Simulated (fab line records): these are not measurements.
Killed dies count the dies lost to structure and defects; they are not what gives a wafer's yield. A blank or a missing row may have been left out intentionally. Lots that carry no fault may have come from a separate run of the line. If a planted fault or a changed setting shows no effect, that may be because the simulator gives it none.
The tool behind it: which one? | flow gf180mcu | 13 lots with 39 wafers sampled at 5 steps, on a route of 602 steps

## WHAT THE GAUGES READ, wafer by wafer
GF_VT_IMPLANT_TW_MEAS_32.
lot  | measured     | on            | VT_IMPLANT_3_TW
L946 | day 6 17:47  | film metro-04 | 269.7 270.2 270.2
L947 | day 6 22:56  | film metro-04 | 271.6 270.1 269.7
L948 | day 7 10:41  | film metro-03 | 272.6 273.8 273.9
L949 | day 7 13:33  | film metro-04 | 271.6 272.2 273.0
L950 | day 7 18:00  | film metro-04 | 271.5 271.5 271.9
L953 | day 8 21:05  | film metro-04 | 268.7 269.8 269.9
L954 | day 9 07:18  | film metro-04 | 270.0 270.2 270.0
L958 | day 10 12:50 | film metro-03 | 270.2 270.9 272.2
L959 | day 10 13:58 | film metro-04 | 270.1 271.1 270.9
L962 | day 11 11:35 | film metro-04 | 268.3 269.3 267.3
L963 | day 11 15:20 | film metro-01 | 272.8 271.3 271.4
L965 | day 12 01:59 | film metro-04 | 270.2 270.2 270.3
L968 | day 12 20:59 | film metro-04 | 270.9 271.4 269.1

GF_VT_IMPLANT_RS_MEAS_49: measurement is done with a four-point probe.
lot  | measured     | on            | MVPSD_RS (ohm/sq)
L946 | day 7 09:37  | film metro-02 | 1174 1171 1170
L947 | day 7 14:52  | film metro-03 | 1169 1173 1168
L948 | day 8 03:21  | film metro-01 | 1164 1159 1160
L949 | day 8 06:19  | film metro-03 | 1175 1172 1171
L950 | day 8 11:08  | film metro-01 | 1166 1167 1169
L953 | day 9 14:42  | film metro-01 | 1169 1172 1169
L954 | day 10 01:19 | film metro-03 | 1174 1176 1175
L958 | day 11 07:57 | film metro-02 | 1165 1167 1168
L959 | day 11 08:37 | film metro-03 | 1171 1174 1171
L962 | day 12 07:04 | film metro-03 | 1172 1170 1170
L963 | day 12 11:21 | film metro-03 | 1168 1170 1169
L965 | day 12 21:49 | film metro-01 | 1167 1171 1168
L968 | day 13 17:49 | film metro-01 | 1169 1169 1170

GF_HV_LDD_CD_MEAS_31: target cd 400 nm.
lot  | measured     | on        | cd nm (nm)
L946 | day 11 08:07 | cd sem-01 | 398.3 398.4 399.9
L947 | day 11 13:57 | cd sem-02 | 399.2 399.4 396.2
L948 | day 12 03:57 | cd sem-01 | 402.0 403.3 401.4
L949 | day 12 07:19 | cd sem-01 | 398.3 401.3 398.6
L950 | day 12 12:31 | cd sem-02 | 379.4 380.8 381.6
L953 | day 13 20:15 | cd sem-02 | 399.8 399.4 397.9
L954 | day 14 08:28 | cd sem-02 | 385.7 387.3 386.5
L958 | day 15 20:20 | cd sem-01 | 399.6 398.5 399.3
L959 | day 15 20:58 | cd sem-02 | 401.4 402.7 403.2
L962 | day 17 01:54 | cd sem-01 | 402.5 402.5 402.3
L963 | day 17 07:35 | cd sem-01 | 400.3 398.9 399.8
L965 | day 17 19:43 | cd sem-02 | 400.1 399.1 399.6
L968 | day 18 20:43 | cd sem-02 | 399.9 400.3 399.1

## TOOL THAT RAN EACH LOT (tool first, then ch and the chambers of the sampled wafers, then the start)
lot  | GF_VT_IMPLANT_STRIP_20               | GF_HV_LDD_EXPOSE_28
L946 | plasma asher-04 ch 0,1, day 6 02:35  | iline stepper-02 ch 0, day 10 23:06
L947 | plasma asher-04 ch 0, day 6 08:56    | iline stepper-02 ch 0, day 11 04:43
L948 | plasma asher-01 ch 0,1, day 6 19:31  | iline stepper-01 ch 0, day 11 18:51
L949 | plasma asher-04 ch 0,1, day 6 21:45  | iline stepper-02 ch 0, day 11 21:59
L950 | plasma asher-04 ch 0,1, day 7 02:40  | iline stepper-02 ch 0, day 12 02:55
L953 | plasma asher-01 ch 0,1, day 8 04:32  | iline stepper-01 ch 0, day 13 09:57
L954 | plasma asher-04 ch 0,1, day 8 14:16  | iline stepper-02 ch 0, day 13 22:13
L958 | plasma asher-02 ch 0,1, day 9 19:07  | iline stepper-01 ch 0, day 15 09:41
L959 | plasma asher-02 ch 0,1, day 9 20:11  | iline stepper-01 ch 0, day 15 10:16
L962 | plasma asher-02 ch 1, day 10 16:47   | iline stepper-01 ch 0, day 16 14:56
L963 | plasma asher-04 ch 0,1, day 10 20:46 | iline stepper-01 ch 0, day 16 20:43
L965 | plasma asher-04 ch 0,1, day 11 06:51 | iline stepper-01 ch 0, day 17 08:06
L968 | plasma asher-04 ch 1, day 12 01:20   | iline stepper-01 ch 0, day 18 08:31
- GF_VT_IMPLANT_STRIP_20: strips in O2/N2.
- GF_HV_LDD_EXPOSE_28: exposes mask Nplus HV AREA, target cd 400 nm.

## WHAT THE TOOLS THEMSELVES READ (means of the sampled wafers that have a number; where no wafer has one, the mark that the record gives instead)
GF_VT_IMPLANT_STRIP_20.
lot  | tool            | drypump motor current A (A) | heater power w (W) | oes product au (a.u.) | strip time to endpoint s (s)
L946 | plasma asher-04 | 5.5                         | 317                | 0.716                 | 12.601
L947 | plasma asher-04 | 5.5                         | 305                | 0.719                 | 12.621
L948 | plasma asher-01 | 5.6                         | 330                | 0.713                 | 12.624
L949 | plasma asher-04 | 5.5                         | 303                | 0.715                 | 12.639
L950 | plasma asher-04 | 5.5                         | 311                | 0.711                 | 12.613
L953 | plasma asher-01 | 5.4                         | 341                | 0.718                 | 12.638
L954 | plasma asher-04 | 5.5                         | 312                | 0.715                 | 12.661
L958 | plasma asher-02 | 6.2                         | 306                | 0.709                 | 12.625
L959 | plasma asher-02 | 5.9                         | 311                | 0.713                 | 12.620
L962 | plasma asher-02 | 6.5                         | 304                | 0.714                 | 12.582
L963 | plasma asher-04 | 5.5                         | 310                | 0.718                 | 12.598
L965 | plasma asher-04 | 5.5                         | 314                | 0.718                 | 12.621
L968 | plasma asher-04 | 5.4                         | 316                | 0.713                 | 12.620

GF_HV_LDD_EXPOSE_28.
lot  | tool             | exposure dose mJ cm2
L946 | iline stepper-02 | 140.08
L947 | iline stepper-02 | 140.10
L948 | iline stepper-01 | 140.08
L949 | iline stepper-02 | 140.14
L950 | iline stepper-02 | 132.65
L953 | iline stepper-01 | 139.95
L954 | iline stepper-02 | 132.60
L958 | iline stepper-01 | 139.93
L959 | iline stepper-01 | 140.21
L962 | iline stepper-01 | 140.21
L963 | iline stepper-01 | 140.19
L965 | iline stepper-01 | 140.08
L968 | iline stepper-01 | 139.85

## THE ANSWER, worked out from the rows above alone
Rule: usual is defined by the lots themselves. Put in order of their means at a reading, lots are off if they are a third of the lots or fewer, leave a main group of 4 or more, and stand apart from it by a gap of 3 or more times the standard deviation of the main group's means; of several such gaps the widest counts. A main group is skipped when, at the precision printed for the reading in the tables above, its means are all equal. Also off: a lot with no number at a reading for which 4 or more lots have one. Any other lot the step has rows for is counted as sound. Order of review: gauges by route order, followed by the tools' own readings, for which a lot's mean as printed above is used. At the first step where some lot is off, the reading lying furthest off is the one used; lots without a number count as furthest.
Off: L950, L954 (GF_HV_LDD_CD_MEAS_31, cd nm). The main group: mean 400.1 nm, standard deviation 1.5.
A tool fits if, at a process step before that reading, it ran every lot that is off, and no sound lot after the first of them. Not tried: the gauges at GF_HV_LDD_CD_MEAS_31; whatever is off there is also off at GF_HV_LDD_EXPOSE_28, on other tools, and gauge error can't account for it. One candidate fits, namely iline stepper-02 at GF_HV_LDD_EXPOSE_28. A fault onset in the window from L949 (day 11 21:59, its last sound lot) to L950 (day 12 02:55, its first lot off) fits.
The tool's own readings at GF_HV_LDD_EXPOSE_28 bear it out: on the lots that are off they differ by more than 5 times the standard deviation of the sound lots' means. exposure dose mJ cm2 reads 132.62 there against 140.07 on the sound lots.

## WHAT THE SIMULATOR HAD INSERTED
Process parameter drift: iline stepper-02, from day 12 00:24 on, at GF_HV_LDD_EXPOSE_28. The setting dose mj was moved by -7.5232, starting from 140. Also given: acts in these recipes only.
Lots struck among those shown: L950, L954. This agrees with what the rule above found.
